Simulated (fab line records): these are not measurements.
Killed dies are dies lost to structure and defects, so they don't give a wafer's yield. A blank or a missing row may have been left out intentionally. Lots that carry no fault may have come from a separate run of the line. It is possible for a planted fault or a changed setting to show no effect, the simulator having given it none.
2 desks looking at one fault    flow sky130    what lay behind the numbers comes last; until then each desk has only its own

THE METROLOGY DESK
What the gauges read, lot by lot, whatever tool the lot ran on: means of the sampled wafers that have a number. The brackets show how far a lot's mean lies from the usual mean; more than 4 standard deviations puts the lot out of limits, marked OUT.
Columns: A = PWDE_TW at SKY_PWDE_TW_MEAS_10, usual 376.3; B = cd_nm at SKY_VT_ADJUST_HVTP_CD_MEAS_07, usual 379.6 nm; C = LDD_HVP_OVL at SKY_LDD_HVP_OVL_MEAS_07, usual 0.3 nm
lot   first seen here  A      B      C
L770  day 3 18:19      375.8  381.4  -0.7
L771  day 4 01:46      374.1  381.4  -0.8
L772  day 4 12:03      375.0  377.3  -0.4
L773  day 4 18:52      374.6  377.9  -0.5
L775  day 5 01:46      378.1  380.8  1.6
L774  day 5 02:42      378.4  381.9  1.0
L776  day 5 08:31      376.7  381.3  2.8
L777  day 5 12:53      373.6  376.9  -0.1
L778  day 5 17:28      377.5  377.5  0.0
L779  day 6 00:05      377.6  377.4  0.2
L785  day 7 08:01      376.4  388.3  -0.1
L791  day 8 18:08      377.0  379.3  -0.1
This desk's verdict: no lot among the 12 shows anything out of limits.

THE TOOL OWNER'S DESK: litho_track-04
The tool's own readings at SKY_VT_ADJUST_HVTP_DEVELOP_06 (develop time 60 s): means of the sampled wafers that have a number, for each lot that ran on this tool. The brackets show how far a lot's mean lies from the usual mean; more than 4 standard deviations puts the lot out of limits, marked OUT.
Columns: A = chill_plate_temp_C at SKY_VT_ADJUST_HVTP_DEVELOP_06, usual 23.01 C
lot   first seen here  A
L772  day 6 19:58      23.06
L775  day 7 11:02      22.95
L776  day 7 18:08      22.98
L779  day 8 12:28      23.05
L785  day 9 23:34      23.10
This desk's verdict: no lot among the 5 shows anything out of limits.

BROUGHT TOGETHER
The metrology desk saw nothing out of limits.
Nothing out of limits was seen by the tool owner's desk.

WHAT THE SIMULATOR HAD INSERTED
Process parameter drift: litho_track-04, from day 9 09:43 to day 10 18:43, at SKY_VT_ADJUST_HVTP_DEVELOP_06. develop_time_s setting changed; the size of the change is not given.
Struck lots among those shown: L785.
